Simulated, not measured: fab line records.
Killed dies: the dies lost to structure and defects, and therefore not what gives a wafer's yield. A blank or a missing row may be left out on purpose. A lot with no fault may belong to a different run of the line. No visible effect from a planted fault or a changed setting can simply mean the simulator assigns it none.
Split-lot study -- flow sfqLine -- 5 lots, 23 wafers read, on a route of 325 steps

== THE SPLIT ==
At SFQ_TRILAYER_I5_LITHO_PEB_147 (peb time 60 s), the setting pebTempC was moved away from the recipe's 115 C on 8 of the 23 wafers read, by -3.0% to -1.7%. All remaining wafers had this setting at the recipe value.

== SPLIT TO READING: what lies between them in the file, 1 step ==
- SFQ_TRILAYER_I5_BARC_OPEN_VIA_ETCH_200: etches BARC in O2, target depth 125 nm, time 41.7 s (also split here: sourceW)

== THE READING ==
I5.cdNm (the simulator's own value, which no gauge read), in nm, at SFQ_TRILAYER_I5_ETCH_VIA_ETCH_147 (etches the open film in CHF3, stops on Nb, target depth 360 nm). The file does not state a usual value for it. Here, 15 wafers ran the recipe; their average is 700.4 nm with a standard deviation of 2.3 nm.

wafer,"tool, chamber at the split","pebTempC as run, C",against the recipe,"I5.cdNm, nm",against lot-mates on the recipe
L074.1,"lithoTrack-01, 0",111.5,-3.0%,621.3,-76.9
L074.3,"lithoTrack-01, 0",111.5,-3.0%,626.6,-71.6
L074.4,"lithoTrack-01, 0",111.5,-3.0%,621.9,-76.3
L074.5,"lithoTrack-01, 0",115,recipe,700.7,-
L074.6,"lithoTrack-01, 0",115,recipe,695.7,-
L076.1,"lithoTrack-04, 0",115,recipe,703.7,-
L076.3,"lithoTrack-04, 0",115,recipe,702.8,-
L076.4,"lithoTrack-04, 0",115,recipe,701.1,-
L076.5,"lithoTrack-04, 0",115,recipe,701.9,-
L076.6,"lithoTrack-04, 0",115,recipe,702.3,-
L077.2,"lithoTrack-04, 0",115,recipe,696,-
L077.3,"lithoTrack-04, 0",112.7,-2.0%,650.2,-48.7
L077.4,"lithoTrack-04, 0",115,recipe,701.9,-
L077.5,"lithoTrack-04, 0",115,recipe,698.8,-
L077.6,"lithoTrack-04, 0",112.7,-2.0%,647.8,-51.1
L083.1,"lithoTrack-04, 0",113,-1.7%,663.7,-35.1
L083.2,"lithoTrack-04, 0",115,recipe,697.6,-
L083.3,"lithoTrack-04, 0",113,-1.7%,655.4,-43.4
L083.4,"lithoTrack-04, 0",113,-1.7%,662.1,-36.7
L083.5,"lithoTrack-04, 0",115,recipe,700,-
L085.2,"lithoTrack-03, 0",115,recipe,700.8,-
L085.4,"lithoTrack-03, 0",115,recipe,700.4,-
L085.5,"lithoTrack-03, 0",115,recipe,701.6,-

FIT RESULTS
A straight line over all 23 wafers: I5.cdNm changes by +25 nm for each +1% of pebTempC; r = +1.00; the points scatter about the line by 2.9 nm.
The same after taking each lot's own level away (the mean of its wafers on the recipe; 23 wafers): +24.3 nm for each +1%; r = +1.00; scatter 2.6 nm.
On that fit, the largest move of pebTempC shifts the reading by 74 nm.
Across the lots, their own levels run from 698.20 to 702.36 nm, a range of 1.8 times the standard deviation given above.
The two slopes agree, so the slope changes little with the lot-to-lot level.
Check: -72.7 nm against its lot-mates is what the line predicts for one of the wafers moved furthest among these (-3.0%) when that wafer is left out of the fit. Against them it came out at -76.9 nm.

== ADDITIONAL SPLITS CARRIED BY THESE WAFERS ==
Note: prior to the reading, these wafers also went through further splits. Each is held against what the fit with the lots' levels taken away leaves over:
other split on the same wafers,wafers away from the commonest value,r with I5.cdNm (lot level and that fit taken away)
SFQ_TRILAYER_I4_VIA_LITHO_COAT_103 resistThkNm,8,-0.23
SFQ_TRILAYER_JJ_TRILAYER_DEP_SPUTTER_109 powerW,4,+0.18
SFQ_TRILAYER_JJ_CE_LITHO_PEB_117 pebTimeS,5,-0.14
SFQ_TRILAYER_JJ_CE_BARC_OPEN_RIE_150 biasW,7,+0.17
SFQ_TRILAYER_M5_LITHO_COAT_123 spinRpm,9,-0.14
SFQ_TRILAYER_M5_ETCH_METAL_ETCH_126 icpW,7,-0.02
SFQ_TRILAYER_R5_LITHO_COAT_141 resistThkNm,10,+0.06
SFQ_TRILAYER_R5_ETCH_METAL_ETCH_139 biasW,9,-0.04
SFQ_TRILAYER_I5_BARC_OPEN_VIA_ETCH_200 sourceW,9,-0.31

== THE WHOLE CHAIN: every reading that the file lists as answering this split, in the file's order ==
step,what it does,reading,change (the file's fit),r (the file's)
SFQ_TRILAYER_I5_BARC_OPEN_VIA_ETCH_200,"etches BARC in O2, target depth 125 nm, time 41.7 s","I5.cdNm (the simulator's own value, which no gauge read)",+23.4 nm for each +1% of the setting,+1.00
SFQ_TRILAYER_I5_ETCH_VIA_ETCH_147,"etches the open film in CHF3, stops on Nb, target depth 360 nm","I5.cdNm (the simulator's own value, which no gauge read)",+24.2 nm for each +1% of the setting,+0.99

== FILE'S OWN FIT ==
I5.cdNm changes by +24.2 nm for each +1% of pebTempC, r = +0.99.
